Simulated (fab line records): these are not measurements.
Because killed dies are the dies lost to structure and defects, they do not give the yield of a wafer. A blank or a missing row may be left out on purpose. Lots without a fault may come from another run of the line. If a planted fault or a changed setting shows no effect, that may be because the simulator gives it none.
fab line records	flow gf180mcu
record: lots: 24	wafers: 72	last_day: 34
route steps=602 shown V2@397 M3@410 M4@472 V4@493 MIM@509
lots that met no fault: from a run of the same line without faults
start_h: start of the lot's first displayed wafer, in hours after the record's first day	wait_h: hours since the lot's step before	" unchanged from the row above	L1.1+2: a single row standing in for several wafers	- value missing, or start not given	* or withheld: withheld	< > ~ a bound
route shown NAME@n: NAME is a module with steps in the file, n the number in the route of the first one	usual: mean/standard deviation of fault-free wafers	same: alike in all rows	chamber/n: place in a boat	sites: the reading at each site	_std_site: standard deviation of those values	_edge_site: mean of outer sites minus mean of inner sites	radius_mm: for every site, how far away it sits from the centre of the wafer	mask NAME#n: copy n	behind: the last tool/chamber to shape the wafer	hold: cause of the lot's hold/its duration in hours/its outcome	device: names the non-switching transistor (n, p or np)	end of line: the route-end tests of the same wafers	step lacking rows: just its recipe	killed: the dies lost at the first sort to structure and to defects; this is not the yield of the wafer	map: a wafer's dies, x killed, . not, _ none there
set.NAME: the run value of the setting; set.NAME@STEP: its run value at that earlier step	model.NAME: the simulator's own value behind a step, which no gauge read
steps of the route over a sample of lots; a table a step, a row a wafer
services: a tool's chamber out of use, with start hour (start_h, from the record's first day; less than 0 if before it), hours out, and reason
== steps ==
step: GF_V2_OVL_MEAS_15
usual: V2_OVL: -1/6.7
lot.wafer	tool	chamber	start_h	wait_h	V2_OVL[nm]
L074.2	overlay-02	-	462.30	0.1	-1
L074.4	"	-	"	"	-5
L074.6	"	-	"	"	-6
L075.2	overlay-02	-	471.16	0.1	6
L075.3	"	-	"	"	-4
L075.6	"	-	"	"	2
L076.1	overlay-02	-	483.00	0.1	2
L076.4	"	-	"	"	1
L076.5	"	-	"	"	2
L077.3	overlay-01	-	493.36	0.1	-3
L077.5	"	-	"	"	-3
L077.6	"	-	"	"	-2
L078.3	overlay-02	-	502.33	0.1	0
L078.4	"	-	"	"	-10
L078.6	"	-	"	"	-3
L079.1	overlay-01	-	512.59	0.1	-4
L079.3	"	-	"	"	1
L079.6	"	-	"	"	-3
L080.3	overlay-01	-	514.56	0.1	-8
L080.4	"	-	"	"	-9
L080.6	"	-	"	"	-9
L081.1	overlay-02	-	531.84	0.1	2
L081.2	"	-	"	"	-2
L081.3	"	-	"	"	0
L082.1	overlay-01	-	532.49	0.1	-1
L082.4	"	-	"	"	2
L082.6	"	-	"	"	-2
L083.3	overlay-02	-	547.11	0.1	-2
L083.4	"	-	"	"	-8
L083.5	"	-	"	"	9
L084.1	overlay-02	-	552.54	0.1	-2
L084.2	"	-	"	"	7
L084.5	"	-	"	"	2
L085.2	overlay-02	-	566.54	0.1	-2
L085.4	"	-	"	"	-7
L085.6	"	-	"	"	-4
L086.1	overlay-01	-	569.19	0.1	5
L086.2	"	-	"	"	0
L086.4	"	-	"	"	6
L087.3	overlay-01	-	574.90	0.1	-1
L087.4	"	-	"	"	3
L087.6	"	-	"	"	3
L088.1	overlay-01	-	585.54	0.1	-6
L088.3	"	-	"	"	-6
L088.4	"	-	"	"	-7
L089.2	overlay-02	-	589.94	0.1	10
L089.3	"	-	"	"	20
L089.5	"	-	"	"	17
L090.3	overlay-01	-	594.65	0.1	4
L090.4	"	-	"	"	9
L090.6	"	-	"	"	6
L091.2	overlay-02	-	605.10	0.1	-9
L091.4	"	-	"	"	-8
L091.6	"	-	"	"	-7
L092.1	overlay-02	-	611.25	0.1	-6
L092.2	"	-	"	"	-10
L092.4	"	-	"	"	-8
L093.1	overlay-02	-	620.24	0.1	1
L093.3	"	-	"	"	3
L093.4	"	-	"	"	6
L094.1	overlay-02	-	629.25	0.1	-21
L094.3	"	-	"	"	-13
L094.6	"	-	"	"	-16
L095.1	overlay-01	-	635.12	0.1	-4
L095.2	"	-	"	"	-1
L095.3	"	-	"	"	-3
L096.3	overlay-01	-	638.10	0.1	-3
L096.5	"	-	"	"	-2
L096.6	"	-	"	"	4
L097.1	overlay-01	-	651.99	0.1	2
L097.2	"	-	"	"	13
L097.4	"	-	"	"	6
step: GF_M3_SPUTTER_01
recipe: material: TiN	target_thk_nm: 30	power_w: 6500	time_s: 25	chamber_pressure_pa: 0.4
usual: cathode_dc_power_W: 6500.0/1.3	throttle_valve_pct: 29.9/0.88
lot.wafer	tool	chamber	start_h	wait_h	cathode_dc_power_W	throttle_valve_pct
L074.2	pvd_sputter-02	-	463.79	0.1	6501.7	29.0
L074.4	"	-	"	"	6500.8	29.1
L074.6	"	-	"	"	6500.9	30.3
L075.2	pvd_sputter-04	-	472.67	0.1	6498.7	28.8
L075.3	"	-	"	"	6498.2	28.3
L075.6	"	-	"	"	6499.7	28.8
L076.1	pvd_sputter-04	-	484.66	0.1	6499.3	28.3
L076.4	"	-	"	"	6501.4	31.4
L076.5	"	-	"	"	6501.3	31.3
L077.3	pvd_sputter-01	-	494.93	0.1	6498.5	31.3
L077.5	"	-	"	"	6500.0	29.5
L077.6	"	-	"	"	6499.9	31.6
L078.3	pvd_sputter-01	-	503.85	0.1	6497.3	29.7
L078.4	"	-	"	"	6498.5	29.7
L078.6	"	-	"	"	6498.4	30.6
L079.1	pvd_sputter-02	-	514.08	0.1	6499.5	29.9
L079.3	"	-	"	"	6499.6	29.1
L079.6	"	-	"	"	6499.5	29.0
L080.3	pvd_sputter-04	-	516.03	0.1	6501.5	31.5
L080.4	"	-	"	"	6501.0	30.5
L080.6	"	-	"	"	6501.6	28.4
L081.1	pvd_sputter-02	-	533.40	0.1	6500.8	30.1
L081.2	"	-	"	"	6500.0	30.3
L081.3	"	-	"	"	6501.3	29.2
L082.1	pvd_sputter-01	-	534.05	0.1	6499.9	29.7
L082.4	"	-	"	"	6502.3	31.5
L082.6	"	-	"	"	6499.2	29.9
L083.3	pvd_sputter-02	-	548.58	0.1	6502.3	30.1
L083.4	"	-	"	"	6496.8	30.6
L083.5	"	-	"	"	6500.9	29.2
L084.1	pvd_sputter-01	-	554.04	0.1	6497.5	29.5
L084.2	"	-	"	"	6500.9	30.0
L084.5	"	-	"	"	6500.2	29.9
L085.2	pvd_sputter-04	-	568.09	0.1	6500.1	31.8
L085.4	"	-	"	"	6498.3	28.8
L085.6	"	-	"	"	6500.6	28.4
L086.1	pvd_sputter-02	-	570.75	0.1	6501.8	30.1
L086.2	"	-	"	"	6501.4	30.2
L086.4	"	-	"	"	6500.6	30.4
L087.3	pvd_sputter-04	-	576.39	0.1	6499.8	28.6
L087.4	"	-	"	"	6497.8	30.3
L087.6	"	-	"	"	6500.2	28.4
L088.1	pvd_sputter-02	-	587.05	0.1	6497.8	30.5
L088.3	"	-	"	"	6498.5	28.9
L088.4	"	-	"	"	6499.3	30.4
L089.2	pvd_sputter-01	-	591.46	0.1	6500.5	30.1
L089.3	"	-	"	"	6501.0	31.3
L089.5	"	-	"	"	6501.1	30.0
L090.3	pvd_sputter-04	-	596.14	0.1	6499.0	31.2
L090.4	"	-	"	"	6500.6	28.3
L090.6	"	-	"	"	6498.8	31.4
L091.2	pvd_sputter-02	-	606.62	0.1	6500.0	30.7
L091.4	"	-	"	"	6499.9	28.9
L091.6	"	-	"	"	6502.0	30.5
L092.1	pvd_sputter-02	-	612.80	0.1	6502.6	28.9
L092.2	"	-	"	"	6501.2	30.5
L092.4	"	-	"	"	6501.6	30.3
L093.1	pvd_sputter-02	-	621.74	0.1	6498.7	30.2
L093.3	"	-	"	"	6500.1	28.9
L093.4	"	-	"	"	6500.7	30.1
L094.1	pvd_sputter-02	-	630.74	0.1	6498.4	30.0
L094.3	"	-	"	"	6502.0	30.5
L094.6	"	-	"	"	6500.3	30.3
L095.1	pvd_sputter-04	-	636.61	0.1	6501.7	30.1
L095.2	"	-	"	"	6500.2	31.5
L095.3	"	-	"	"	6499.0	28.5
L096.3	pvd_sputter-02	-	639.62	0.1	6500.6	30.2
L096.5	"	-	"	"	6499.3	30.1
L096.6	"	-	"	"	6497.6	29.1
L097.1	pvd_sputter-02	-	653.48	0.1	6498.7	30.1
L097.2	"	-	"	"	6501.0	29.2
L097.4	"	-	"	"	6499.5	30.4
step: GF_M4_METAL_ETCH_16
recipe: chemistry: Cl2/BCl3	mask_material: KrF	target_depth_nm: 627.5	stop_on: SiO2	pressure_mtorr: 8	icp_w: 800	bias_w: 140	Cl2_flow_sccm: 80	bcl3_flow_sccm: 40	time_s: 104.6
usual: chamber_pressure_mTorr: 8.000/0.0085	drypump_motor_current_A: 5.90/0.29	oes_product_au: 0.972/0.0066	throttle_valve_pct: 28.250/0.01
lot.wafer	tool	chamber	start_h	wait_h	chamber_pressure_mTorr	drypump_motor_current_A	oes_product_au	rf_hours_counter_h	throttle_valve_pct
L074.2	rie_metal-01	1	537.94	0.0	8.008	5.54	0.967	11	28.246
L074.4	"	1	"	"	7.988	5.58	0.969	-	28.243
L074.6	"	0	"	"	7.999	5.89	0.965	-	28.253
L075.2	rie_metal-04	0	545.83	0.0	7.997	6.17	0.969	2	28.246
L075.3	"	1	"	"	8.012	6.40	0.983	-	28.250
L075.6	"	0	"	"	8.011	6.16	0.967	-	28.252
L076.1	rie_metal-03	1	557.99	0.0	8.003	5.69	0.967	6	28.264
L076.4	"	0	"	"	7.992	5.74	0.969	-	28.247
L076.5	"	0	"	"	8.003	5.72	0.979	-	28.236
L077.3	rie_metal-04	1	567.32	0.1	7.998	6.42	0.963	-	28.248
L077.5	"	1	"	"	7.991	6.42	0.975	-	28.242
L077.6	"	0	"	"	8.011	6.22	0.977	-	28.235
L078.3	rie_metal-01	1	574.22	0.1	8.015	5.53	0.960	-	28.258
L078.4	"	0	"	"	8.005	5.92	0.971	-	28.242
L078.6	"	1	"	"	7.997	5.53	0.972	-	28.259
L079.1	rie_metal-03	1	584.19	0.0	8.005	5.74	0.972	7	28.259
L079.3	"	1	"	"	8.007	5.70	0.969	-	28.253
L079.6	"	1	"	"	7.996	5.71	0.971	-	28.243
L080.3	rie_metal-01	0	585.87	0.1	7.995	5.92	0.987	-	28.240
L080.4	"	1	"	"	7.996	5.56	0.981	-	28.249
L080.6	"	1	"	"	8.000	5.56	0.972	-	28.241
L081.1	rie_metal-01	0	601.28	0.0	8.014	5.92	0.973	3	28.236
L081.2	"	1	"	"	7.994	5.54	0.977	12	28.241
L081.3	"	1	"	"	8.007	5.55	0.962	-	28.248
L082.1	rie_metal-03	0	602.13	0.0	7.993	5.74	0.969	9	28.247
L082.4	"	0	"	"	7.994	5.71	0.977	-	28.247
L082.6	"	0	"	"	8.003	5.71	0.979	-	28.230
L083.3	rie_metal-04	1	615.72	0.1	7.998	6.43	0.975	-	28.247
L083.4	"	0	"	"	8.001	6.17	0.980	-	28.255
L083.5	"	0	"	"	7.991	6.19	0.974	-	28.221
L084.1	rie_metal-01	1	621.24	0.0	7.990	5.50	0.979	13	28.233
L084.2	"	0	"	"	7.997	5.94	0.980	4	28.232
L084.5	"	1	"	"	8.011	5.52	0.979	-	28.228
L085.2	rie_metal-03	1	634.69	0.0	8.002	5.66	0.957	7	28.264
L085.4	"	0	"	"	8.010	5.72	0.968	-	28.255
L085.6	"	0	"	"	8.004	5.74	0.953	-	28.280
L086.1	rie_metal-04	1	637.63	0.0	8.003	6.43	0.972	8	28.262
L086.2	"	0	"	"	8.003	6.18	0.966	5	28.245
L086.4	"	1	"	"	7.991	6.41	0.969	-	28.241
L087.3	rie_metal-04	1	641.28	0.1	7.996	6.42	0.970	-	28.250
L087.4	"	0	"	"	7.985	6.21	0.968	-	28.249
L087.6	"	1	"	"	8.001	6.43	0.975	-	28.234
L088.1	rie_metal-03	1	651.38	0.0	8.004	5.69	0.973	8	28.252
L088.3	"	0	"	"	8.006	5.72	0.971	-	28.271
L088.4	"	1	"	"	8.008	5.68	0.970	-	28.269
L089.2	rie_metal-04	0	656.83	0.0	7.999	6.21	0.957	5	28.245
L089.3	"	1	"	"	7.994	6.42	0.966	-	28.269
L089.5	"	1	"	"	7.983	6.41	0.969	-	28.258
L090.3	rie_metal-01	0	660.71	0.1	8.009	5.91	0.971	-	28.241
L090.4	"	0	"	"	7.989	5.93	0.968	-	28.264
L090.6	"	0	"	"	7.995	5.93	0.974	-	28.239
L091.2	rie_metal-01	0	669.64	0.0	8.005	5.92	0.979	6	28.242
L091.4	"	1	"	"	8.004	5.51	0.966	-	28.245
L091.6	"	0	"	"	7.995	5.92	0.977	-	28.250
L092.1	rie_metal-03	0	676.43	0.0	7.995	5.72	0.970	11	28.246
L092.2	"	1	"	"	7.984	5.70	0.963	9	28.264
L092.4	"	1	"	"	8.000	5.69	0.972	-	28.246
L093.1	rie_metal-04	0	683.88	0.0	8.001	6.17	0.974	6	28.260
L093.3	"	0	"	"	8.002	6.18	0.968	-	28.251
L093.4	"	1	"	"	7.999	6.41	0.964	-	28.271
L094.1	rie_metal-03	0	692.53	0.0	8.001	5.70	0.974	12	28.256
L094.3	"	0	"	"	8.004	5.71	0.975	-	28.241
L094.6	"	0	"	"	8.008	5.73	0.968	-	28.264
L095.1	rie_metal-03	1	697.14	0.0	7.994	5.71	0.965	9	28.250
L095.2	"	0	"	"	8.004	5.72	0.983	12	28.248
L095.3	"	1	"	"	8.001	5.73	0.975	-	28.251
L096.3	rie_metal-03	1	700.32	0.1	8.010	5.70	0.968	-	28.255
L096.5	"	0	"	"	8.006	5.71	0.969	-	28.260
L096.6	"	1	"	"	8.003	5.70	0.973	-	28.247
L097.1	rie_metal-03	1	713.13	0.0	8.007	5.68	0.972	10	28.252
L097.2	"	0	"	"	7.994	5.72	0.972	12	28.243
L097.4	"	0	"	"	7.998	5.72	0.977	-	28.249
step: GF_V4_ETCH_17
recipe: chemistry: C4F8/O2/Ar	mask_material: KrF	target: SiO2	stop_on: TiN	source_w: 1500	bias_w: 1200	pressure_mtorr: 40	c4f8_flow_sccm: withheld	O2_flow_sccm: 6	Ar_flow_sccm: 300	time_s: withheld	target_depth_a: 6300
usual: chamber_pressure_mTorr: 40.00/0.037	oes_product_au: 0.857/0.0044
lot.wafer	tool	chamber	start_h	wait_h	chamber_pressure_mTorr	oes_product_au
L074.2	rie_diel-04	3	-	-	40.06	0.856
L074.4	"	2	"	"	40.00	0.866
L074.6	"	2	"	"	39.99	0.854
L075.2	rie_diel-02	0	-	-	40.01	0.856
L075.3	"	2	"	"	39.98	0.856
L075.6	"	1	"	"	40.02	0.861
L076.1	rie_diel-04	2	-	-	40.02	0.862
L076.4	"	3	"	"	40.06	0.859
L076.5	"	3	"	"	39.99	0.852
L077.3	rie_diel-04	3	-	-	39.94	0.858
L077.5	"	1	"	"	40.05	0.853
L077.6	"	2	"	"	39.92	0.849
L078.3	rie_diel-03	2	-	-	39.99	0.855
L078.4	"	0	"	"	40.04	0.856
L078.6	"	2	"	"	40.01	0.850
L079.1	rie_diel-04	0	-	-	39.98	0.858
L079.3	"	2	"	"	40.01	0.861
L079.6	"	2	"	"	40.02	0.848
L080.3	rie_diel-02	3	-	-	39.98	0.851
L080.4	"	1	"	"	39.94	0.858
L080.6	"	1	"	"	39.94	0.855
L081.1	rie_diel-03	2	-	-	39.99	0.854
L081.2	"	1	"	"	40.01	0.855
L081.3	"	0	"	"	39.96	0.855
L082.1	rie_diel-02	0	-	-	40.00	0.859
L082.4	"	1	"	"	39.98	0.856
L082.6	"	0	"	"	39.97	0.849
L083.3	rie_diel-03	2	-	-	40.04	0.852
L083.4	"	0	"	"	39.94	0.848
L083.5	"	2	"	"	40.02	0.856
L084.1	rie_diel-03	3	-	-	40.03	0.860
L084.2	"	2	"	"	39.98	0.856
L084.5	"	3	"	"	40.06	0.854
L085.2	rie_diel-02	1	-	-	39.99	0.861
L085.4	"	2	"	"	40.00	0.860
L085.6	"	3	"	"	39.95	0.855
L086.1	rie_diel-04	2	-	-	40.01	0.856
L086.2	"	3	"	"	39.98	0.854
L086.4	"	1	"	"	40.02	0.863
L087.3	rie_diel-04	1	-	-	40.00	0.858
L087.4	"	2	"	"	40.02	0.854
L087.6	"	0	"	"	40.08	0.851
L088.1	rie_diel-04	2	-	-	40.02	0.855
L088.3	"	3	"	"	40.09	0.852
L088.4	"	0	"	"	39.93	0.856
L089.2	rie_diel-02	3	-	-	40.05	0.853
L089.3	"	1	"	"	40.01	0.858
L089.5	"	3	"	"	39.91	0.859
L090.3	rie_diel-03	3	-	-	39.97	0.865
L090.4	"	3	"	"	39.96	0.857
L090.6	"	2	"	"	40.03	0.856
L091.2	rie_diel-02	3	-	-	39.99	0.854
L091.4	"	1	"	"	40.03	0.850
L091.6	"	2	"	"	40.00	0.866
L092.1	rie_diel-04	0	-	-	40.02	0.853
L092.2	"	3	"	"	39.98	0.859
L092.4	"	2	"	"	39.99	0.857
L093.1	rie_diel-04	1	-	-	40.08	0.853
L093.3	"	3	"	"	39.94	0.860
L093.4	"	2	"	"	40.04	0.854
L094.1	rie_diel-03	0	-	-	39.98	0.853
L094.3	"	1	"	"	39.99	0.854
L094.6	"	1	"	"	39.95	0.863
L095.1	rie_diel-02	0	-	-	40.06	0.856
L095.2	"	2	"	"	39.97	0.854
L095.3	"	1	"	"	40.07	0.861
L096.3	rie_diel-02	2	-	-	39.98	0.853
L096.5	"	0	"	"	40.02	0.860
L096.6	"	1	"	"	40.07	0.854
L097.1	rie_diel-03	0	-	-	39.94	0.852
L097.2	"	3	"	"	40.03	0.864
L097.4	"	1	"	"	39.99	0.866
step: GF_V4_STRIP_18
recipe: chemistry: O2/N2	power_w: 1400	pressure_mtorr: 1500	platen_temp_c: 250	o2_flow_sccm: 3000	n2_flow_sccm: 300	overash_fraction: 0.5
usual: chamber_pressure_mTorr: 1500.0/1.4	drypump_motor_current_A: 5.5/0.5	heater_power_w: 332/27	oes_product_au: 0.594/0.005
lot.wafer	tool	chamber	start_h	wait_h	chamber_pressure_mTorr	drypump_motor_current_A	heater_power_w	oes_product_au	rf_hours_counter_h
L074.2	plasma_asher-02	0	561.36	-	1501.1	5.2	339	0.587	74
L074.4	"	1	"	"	1500.7	5.2	310	0.593	-
L074.6	"	0	"	"	1499.3	5.3	342	0.601	-
L075.2	plasma_asher-04	0	569.90	-	1500.4	5.3	318	0.590	15
L075.3	"	0	"	"	1499.9	5.3	324	0.594	-
L075.6	"	1	"	"	1499.9	5.3	385	0.597	-
L076.1	plasma_asher-02	1	581.31	-	1499.3	5.2	309	0.594	76
L076.4	"	0	"	"	1503.7	5.2	337	0.593	-
L076.5	"	0	"	"	1495.9	5.2	331	0.595	-
L077.3	plasma_asher-03	1	590.48	-	1498.1	5.4	356	0.584	-
L077.5	"	1	"	"	1499.4	5.4	352	0.598	-
L077.6	"	0	"	"	1502.4	6.5	305	0.593	-
L078.3	plasma_asher-04	1	597.21	-	1502.2	5.4	387	0.592	-
L078.4	"	0	"	"	1499.0	5.3	326	0.592	-
L078.6	"	1	"	"	1499.4	5.3	377	0.592	-
L079.1	plasma_asher-04	1	607.16	-	1501.8	5.3	384	0.588	20
L079.3	"	1	"	"	1501.2	5.3	382	0.585	-
L079.6	"	1	"	"	1499.6	5.3	388	0.603	-
L080.3	plasma_asher-03	0	608.18	-	1501.2	6.6	313	0.592	-
L080.4	"	1	"	"	1498.9	5.3	360	0.588	-
L080.6	"	0	"	"	1500.2	6.5	307	0.591	-
L081.1	plasma_asher-03	1	623.26	-	1499.8	5.4	348	0.602	103
L081.2	"	0	"	"	1500.5	6.6	308	0.593	103
L081.3	"	1	"	"	1500.3	5.3	354	0.594	-
L082.1	plasma_asher-03	0	624.81	-	1499.6	6.6	316	0.597	103
L082.4	"	0	"	"	1500.2	6.6	307	0.592	-
L082.6	"	1	"	"	1501.8	5.3	370	0.593	-
L083.3	plasma_asher-02	0	637.43	-	1499.6	5.2	333	0.590	-
L083.4	"	1	"	"	1500.8	5.2	303	0.596	-
L083.5	"	1	"	"	1500.7	5.2	305	0.591	-
L084.1	plasma_asher-02	1	642.46	-	1497.5	5.2	304	0.594	83
L084.2	"	0	"	"	1498.0	5.2	326	0.590	83
L084.5	"	1	"	"	1500.9	5.2	303	0.590	-
L085.2	plasma_asher-03	1	655.96	-	1499.8	5.4	350	0.592	106
L085.4	"	1	"	"	1500.2	5.3	360	0.594	-
L085.6	"	1	"	"	1498.4	5.4	355	0.601	-
L086.1	plasma_asher-02	0	659.11	-	1499.6	5.2	335	0.595	85
L086.2	"	1	"	"	1498.4	5.2	306	0.596	85
L086.4	"	1	"	"	1501.9	5.2	307	0.590	-
L087.3	plasma_asher-03	1	662.69	-	1499.5	5.4	365	0.593	-
L087.4	"	0	"	"	1501.6	6.6	303	0.599	-
L087.6	"	0	"	"	1499.0	6.5	301	0.584	-
L088.1	plasma_asher-03	0	672.41	-	1501.9	6.6	307	0.595	108
L088.3	"	1	"	"	1499.0	5.4	358	0.598	-
L088.4	"	0	"	"	1500.5	6.6	304	0.604	-
L089.2	plasma_asher-04	1	677.65	-	1501.1	5.4	383	0.599	27
L089.3	"	0	"	"	1499.8	5.3	321	0.593	-
L089.5	"	1	"	"	1501.3	5.4	390	0.602	-
L090.3	plasma_asher-02	1	681.29	-	1499.8	5.2	318	0.595	-
L090.4	"	0	"	"	1501.7	5.3	328	0.599	-
L090.6	"	0	"	"	1501.9	5.2	335	0.597	-
L091.2	plasma_asher-02	0	690.06	-	1500.1	5.2	336	0.596	88
L091.4	"	1	"	"	1498.0	5.2	315	0.589	-
L091.6	"	1	"	"	1501.4	5.2	307	0.592	-
L092.1	plasma_asher-03	1	697.05	-	1497.7	5.4	360	0.591	111
L092.2	"	0	"	"	1498.9	6.6	307	0.593	111
L092.4	"	1	"	"	1499.6	5.3	349	0.595	-
L093.1	plasma_asher-02	0	704.14	-	1499.8	5.2	333	0.600	90
L093.3	"	0	"	"	1499.2	5.2	332	0.590	-
L093.4	"	1	"	"	1499.3	5.2	315	0.593	-
L094.1	plasma_asher-04	1	712.80	-	1500.2	5.3	392	0.589	30
L094.3	"	1	"	"	1501.0	5.3	392	0.589	-
L094.6	"	1	"	"	1497.2	5.4	386	0.594	-
L095.1	plasma_asher-03	1	716.96	-	1500.1	5.4	362	0.591	113
L095.2	"	0	"	"	1500.9	6.6	303	0.598	113
L095.3	"	0	"	"	1502.3	6.5	308	0.603	-
L096.3	plasma_asher-02	0	720.38	-	1498.5	5.2	334	0.588	-
L096.5	"	1	"	"	1500.5	5.2	300	0.587	-
L096.6	"	0	"	"	1501.3	5.2	329	0.597	-
L097.1	plasma_asher-02	1	732.45	-	1499.3	5.2	316	0.587	92
L097.2	"	0	"	"	1498.4	5.3	332	0.592	92
L097.4	"	0	"	"	1501.1	5.2	325	0.592	-
step: GF_MIM_THK_MEAS_06
recipe: reads: Si3N4_of_MIM_CVD_05
usual: MIM_CVD_05_THK: 41.8/0.65
lot.wafer	tool	chamber	start_h	wait_h	MIM_CVD_05_THK[nm]
L074.2	film_metro-03	-	562.89	0.0	41.1
L074.4	"	-	"	"	41.8
L074.6	"	-	"	"	41.8
L075.2	film_metro-03	-	571.46	0.0	40.9
L075.3	"	-	"	"	41.9
L075.6	"	-	"	"	42.2
L076.1	film_metro-04	-	582.82	0.0	41.8
L076.4	"	-	"	"	41.6
L076.5	"	-	"	"	42.3
L077.3	film_metro-03	-	592.02	0.0	41.2
L077.5	"	-	"	"	43.1
L077.6	"	-	"	"	42.5
L078.3	film_metro-03	-	598.71	0.0	41.5
L078.4	"	-	"	"	40.8
L078.6	"	-	"	"	42.7
L079.1	film_metro-04	-	608.71	0.0	40.8
L079.3	"	-	"	"	40.8
L079.6	"	-	"	"	42.2
L080.3	film_metro-01	-	609.69	0.0	41.9
L080.4	"	-	"	"	41.6
L080.6	"	-	"	"	43.3
L081.1	film_metro-03	-	624.74	0.0	41.9
L081.2	"	-	"	"	41.5
L081.3	"	-	"	"	41.0
L082.1	film_metro-03	-	626.32	0.0	41.4
L082.4	"	-	"	"	43.0
L082.6	"	-	"	"	41.5
L083.3	film_metro-03	-	638.94	0.0	41.3
L083.4	"	-	"	"	43.0
L083.5	"	-	"	"	41.5
L084.1	film_metro-01	-	643.99	0.0	41.9
L084.2	"	-	"	"	41.2
L084.5	"	-	"	"	42.5
L085.2	film_metro-03	-	657.45	0.0	41.5
L085.4	"	-	"	"	42.2
L085.6	"	-	"	"	42.0
L086.1	film_metro-03	-	660.59	0.0	40.7
L086.2	"	-	"	"	40.9
L086.4	"	-	"	"	41.8
L087.3	film_metro-04	-	664.16	0.0	41.6
L087.4	"	-	"	"	42.4
L087.6	"	-	"	"	41.9
L088.1	film_metro-03	-	673.89	0.0	41.3
L088.3	"	-	"	"	41.4
L088.4	"	-	"	"	41.6
L089.2	film_metro-03	-	679.48	0.0	41.5
L089.3	"	-	"	"	41.9
L089.5	"	-	"	"	43.1
L090.3	film_metro-03	-	682.76	0.0	41.4
L090.4	"	-	"	"	42.3
L090.6	"	-	"	"	41.3
L091.2	film_metro-01	-	691.58	0.0	42.0
L091.4	"	-	"	"	42.4
L091.6	"	-	"	"	42.3
L092.1	film_metro-04	-	698.53	0.0	41.8
L092.2	"	-	"	"	41.6
L092.4	"	-	"	"	42.0
L093.1	film_metro-01	-	706.25	0.0	41.9
L093.3	"	-	"	"	42.4
L093.4	"	-	"	"	42.9
L094.1	film_metro-04	-	714.45	0.0	42.0
L094.3	"	-	"	"	42.6
L094.6	"	-	"	"	43.2
L095.1	film_metro-04	-	718.44	0.0	41.5
L095.2	"	-	"	"	41.3
L095.3	"	-	"	"	42.3
L096.3	film_metro-03	-	721.86	0.0	41.4
L096.5	"	-	"	"	42.0
L096.6	"	-	"	"	42.6
L097.1	film_metro-01	-	733.93	0.0	41.7
L097.2	"	-	"	"	41.9
L097.4	"	-	"	"	42.0
== services ==
tool	chamber	start_h	hours	kind
rie_diel-02	0	453.65	10.7	repair
rie_metal-04	0	466.10	12.5	repair
rie_metal-03	-	471.21	2.8	pm
plasma_asher-02	-	472.49	1.0	repair
rie_diel-03	3	494.13	1.9	repair
rie_diel-03	2	497.91	3.3	repair
rie_diel-02	3	498.35	2.9	repair
rie_diel-03	-	531.34	1.8	repair
rie_diel-04	0	537.49	5.7	repair
rie_diel-04	-	541.70	14.6	pm
rie_diel-02	2	551.62	1.5	repair
rie_diel-02	3	562.71	16.3	repair
rie_metal-04	0	579.78	4.8	repair
pvd_sputter-04	-	582.65	2.1	repair
rie_diel-02	3	584.30	5.6	repair
rie_diel-03	3	591.81	10.2	repair
rie_diel-03	-	592.09	0.2	repair
rie_metal-03	1	594.33	10.1	repair
plasma_asher-03	-	610.44	0.4	repair
rie_metal-04	-	672.17	2.8	pm
rie_diel-04	2	674.09	4.3	repair
rie_diel-04	3	683.81	7.0	repair
rie_diel-02	0	688.94	2.5	repair
plasma_asher-03	-	702.67	2.8	pm
== key ==
fault none
